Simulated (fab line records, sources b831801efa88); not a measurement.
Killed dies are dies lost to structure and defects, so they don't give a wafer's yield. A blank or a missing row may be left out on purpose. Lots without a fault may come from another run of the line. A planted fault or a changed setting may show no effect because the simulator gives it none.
Which tool did it? | flow gf180mcu | 11 lots, 33 wafers sampled, at 6 steps of a route of 602

WHAT THE GAUGES READ, wafer by wafer
GF_STI_THK_MEAS_04.
lot  | measured    | on            | STI_CVD_03_THK (nm)
L618 | day 1 13:34 | film_metro-04 | 208.8 211.1 208.2
L621 | day 2 04:38 | film_metro-04 | 206.1 208.3 207.4
L622 | day 2 09:54 | film_metro-04 | 208.2 208.1 207.7
L623 | day 2 14:57 | film_metro-04 | 205.7 204.9 207.9
L627 | day 3 10:34 | film_metro-04 | 207.0 206.3 207.1
L630 | day 4 01:35 | film_metro-04 | 205.0 205.6 204.2
L634 | day 4 21:35 | film_metro-04 | 203.4 203.1 204.5
L637 | day 5 13:34 | film_metro-02 | 206.3 206.4 204.9
L638 | day 5 17:34 | film_metro-04 | 209.9 211.1 210.1
L640 | day 6 04:09 | film_metro-04 | 204.7 206.6 203.4
L641 | day 6 09:32 | film_metro-03 | 200.3 200.5 201.1

GF_MVPSD_TW_MEAS_11.
lot  | measured     | on            | MVPSD_TW
L618 | day 5 00:44  | film_metro-03 | 551 552 551
L621 | day 5 20:58  | film_metro-03 | 551 546 549
L622 | day 6 02:14  | film_metro-01 | 555 552 555
L623 | day 6 08:23  | film_metro-02 | 547 547 547
L627 | day 7 04:28  | film_metro-02 | 547 543 548
L630 | day 7 22:24  | film_metro-01 | 539 538 538
L634 | day 9 00:27  | film_metro-01 | 538 536 536
L637 | day 9 18:17  | film_metro-01 | 552 558 551
L638 | day 9 22:50  | film_metro-03 | 549 549 549
L640 | day 10 10:26 | film_metro-01 | 558 557 553
L641 | day 10 17:47 | film_metro-01 | 556 554 554

GF_VT_IMPLANT_RS_MEAS_49: measures by four-point-probe.
lot  | measured     | on            | MVPSD_RS (ohm/sq)
L618 | day 7 13:04  | film_metro-01 | 1172 1168 1171
L621 | day 8 12:55  | film_metro-01 | 1167 1161 1166
L622 | day 8 17:36  | film_metro-02 | 1170 1170 1169
L623 | day 9 01:09  | film_metro-01 | 1167 1163 1164
L627 | day 9 22:55  | film_metro-02 | 1172 1172 1172
L630 | day 10 18:26 | film_metro-02 | 1235 1234 1237
L634 | day 11 20:42 | film_metro-01 | 1236 1234 1235
L637 | day 12 15:35 | film_metro-01 | 1163 1167 1166
L638 | day 12 19:01 | film_metro-03 | 1170 1169 1167
L640 | day 13 11:37 | film_metro-01 | 1166 1161 1168
L641 | day 13 19:23 | film_metro-02 | 1168 1168 1168

WHICH TOOL RAN EACH LOT (tool, then ch and the chambers of the sampled wafers, then the start)
lot  | GF_DNWELL_STRIP_08                  | GF_MVPSD_IMPLANT_08             | GF_MVPSD_STRIP_10
L618 | plasma_asher-02 ch 0, day 2 18:54   | implanter-01 ch 0, day 5 00:20  | plasma_asher-03 ch 1, day 5 00:38
L621 | plasma_asher-02 ch 0,1, day 3 12:11 | implanter-04 ch 0, day 5 20:36  | plasma_asher-02 ch 0,1, day 5 20:52
L622 | plasma_asher-03 ch 0,1, day 3 17:44 | implanter-04 ch 0, day 6 01:50  | plasma_asher-02 ch 0, day 6 02:08
L623 | plasma_asher-02 ch 0,1, day 3 22:38 | implanter-01 ch 0, day 6 07:59  | plasma_asher-01 ch 0,1, day 6 08:17
L627 | plasma_asher-02 ch 0,1, day 4 16:53 | implanter-04 ch 0, day 7 04:04  | plasma_asher-02 ch 0,1, day 7 04:22
L630 | plasma_asher-03 ch 0,1, day 5 09:11 | implanter-01 ch 0, day 7 22:02  | plasma_asher-01 ch 0,1, day 7 22:19
L634 | plasma_asher-03 ch 0,1, day 6 07:47 | implanter-01 ch 0, day 9 00:05  | plasma_asher-03 ch 0,1, day 9 00:22
L637 | plasma_asher-03 ch 0,1, day 7 00:03 | implanter-02 ch 0, day 9 17:55  | plasma_asher-03 ch 0,1, day 9 18:11
L638 | plasma_asher-02 ch 0,1, day 7 03:50 | implanter-04 ch 0, day 9 22:26  | plasma_asher-01 ch 0,1, day 9 22:44
L640 | plasma_asher-02 ch 0,1, day 7 16:15 | implanter-02 ch 0, day 10 10:02 | plasma_asher-03 ch 0,1, day 10 10:20
L641 | plasma_asher-01 ch 0,1, day 7 21:09 | implanter-04 ch 0, day 10 17:24 | plasma_asher-02 ch 0,1, day 10 17:40
- GF_DNWELL_STRIP_08: strips in O2/N2.
- GF_MVPSD_IMPLANT_08
- GF_MVPSD_STRIP_10: strips in O2/N2.

WHAT THE TOOLS THEMSELVES READ (means of the sampled wafers that have a number; where no wafer has one, the mark that the record gives instead)
GF_DNWELL_STRIP_08.
lot  | tool            | drypump_motor_current_A (A) | heater_power_w (W) | oes_product_au (a.u.) | platen_temp_c (C) | strip_time_to_endpoint_s (s)
L618 | plasma_asher-02 | 5.94                        | 392                | 0.723                 | 250.02            | 36.89
L621 | plasma_asher-02 | 5.93                        | 354                | 0.722                 | 249.94            | 36.85
L622 | plasma_asher-03 | 5.93                        | 345                | 0.721                 | 250.13            | 36.97
L623 | plasma_asher-02 | 5.91                        | 316                | 0.726                 | 250.09            | 36.96
L627 | plasma_asher-02 | 5.91                        | 316                | 0.723                 | 249.98            | 37.01
L630 | plasma_asher-03 | 6.02                        | 337                | 0.721                 | 249.96            | 37.12
L634 | plasma_asher-03 | 5.94                        | 344                | 0.721                 | 250.17            | 37.11
L637 | plasma_asher-03 | 6.03                        | 335                | 0.721                 | 249.93            | 37.15
L638 | plasma_asher-02 | 5.95                        | 351                | 0.724                 | 250.00            | 37.10
L640 | plasma_asher-02 | 5.93                        | 318                | 0.721                 | 250.26            | 37.13
L641 | plasma_asher-01 | 5.76                        | 341                | 0.721                 | 249.91            | 36.94

GF_MVPSD_IMPLANT_08.
lot  | tool         | beam_on_s (s) | dose_ions_cm2 | faraday_current_uA
L618 | implanter-01 | 10.00         | 1.5e+13       | 84.4
L621 | implanter-04 | 9.93          | 1.5e+13       | 85.0
L622 | implanter-04 | 9.89          | 1.5e+13       | 85.7
L623 | implanter-01 | 10.14         | 1.5e+13       | 83.6
L627 | implanter-04 | 10.17         | 1.5e+13       | 83.0
L630 | implanter-01 | 9.98          | 1.3e+13       | 75.5
L634 | implanter-01 | 10.02         | 1.3e+13       | 75.3
L637 | implanter-02 | 10.01         | 1.5e+13       | 84.3
L638 | implanter-04 | 9.84          | 1.5e+13       | 85.8
L640 | implanter-02 | 10.00         | 1.5e+13       | 84.8
L641 | implanter-04 | 10.00         | 1.5e+13       | 84.5

GF_MVPSD_STRIP_10.
lot  | tool            | drypump_motor_current_A (A) | heater_power_w (W) | oes_product_au (a.u.) | platen_temp_c (C) | strip_time_to_endpoint_s (s)
L618 | plasma_asher-03 | 5.86                        | 352                | 0.725                 | 249.92            | 37.08
L621 | plasma_asher-02 | 5.95                        | 352                | 0.719                 | 250.17            | 37.13
L622 | plasma_asher-02 | 5.97                        | 389                | 0.724                 | 250.22            | 37.01
L623 | plasma_asher-01 | 5.74                        | 345                | 0.721                 | 250.19            | 37.16
L627 | plasma_asher-02 | 5.91                        | 312                | 0.717                 | 249.89            | 36.94
L630 | plasma_asher-01 | 5.75                        | 350                | 0.721                 | 250.21            | 37.04
L634 | plasma_asher-03 | 5.95                        | 344                | 0.725                 | 250.09            | 37.15
L637 | plasma_asher-03 | 5.95                        | 347                | 0.722                 | 250.23            | 37.00
L638 | plasma_asher-01 | 5.74                        | 347                | 0.720                 | 249.87            | 37.07
L640 | plasma_asher-03 | 6.04                        | 333                | 0.722                 | 250.04            | 37.11
L641 | plasma_asher-02 | 5.94                        | 355                | 0.725                 | 250.05            | 36.93

THE ANSWER, worked out from the rows above alone
Rule: what is usual is taken from the lots themselves. Put in order of their means at a reading, lots are off if they are a third of the lots or fewer, leave a main group of 4 or more, and stand apart from it by a gap of 3 or more times the standard deviation of the main group's means; of several such gaps the widest counts. A main group whose means are all the same, to the digits that the tables above print for the reading, isn't used. A lot without any number at a reading at which 4 lots or more have one is off too. The other lots that the step has rows for count as sound. The gauges are gone through in route order, then the tools' own readings, and for those a lot's mean is taken as printed above. The first step at which some lot is off is used, and at that step the reading that is off furthest; a lot without a number counts as furthest.
Off: L630, L634, at GF_VT_IMPLANT_RS_MEAS_49 (MVPSD_RS). The main group: mean 1168 ohm/sq, standard deviation 2.6.
A tool fits if, at a process step before that reading, it ran every lot that is off, and no sound lot after the first of them. The gauges at GF_VT_IMPLANT_RS_MEAS_49 aren't tried: what is off there is off at GF_MVPSD_IMPLANT_08 too, on other tools, and a gauge's error can't cause that. One fits: implanter-01 at GF_MVPSD_IMPLANT_08. Its last sound lot is L623 (day 6 07:59), its first lot that is off L630 (day 7 22:02): a fault that began between those two fits.
The tool's own readings at GF_MVPSD_IMPLANT_08 bear it out: on the lots that are off they differ by more than 5 times the standard deviation of the sound lots' means. dose_ions_cm2 reads 1.3e+13 there against 1.5e+13 on the sound lots; faraday_current_uA reads 75.4 there against 84.6 on the sound lots.

WHAT THE SIMULATOR HAD PUT IN
Process parameter drift: implanter-01, from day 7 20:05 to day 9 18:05, at GF_MVPSD_IMPLANT_08. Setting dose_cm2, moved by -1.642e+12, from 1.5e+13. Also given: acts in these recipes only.
Lots struck among those shown: L630, L634. The rule above found the same.
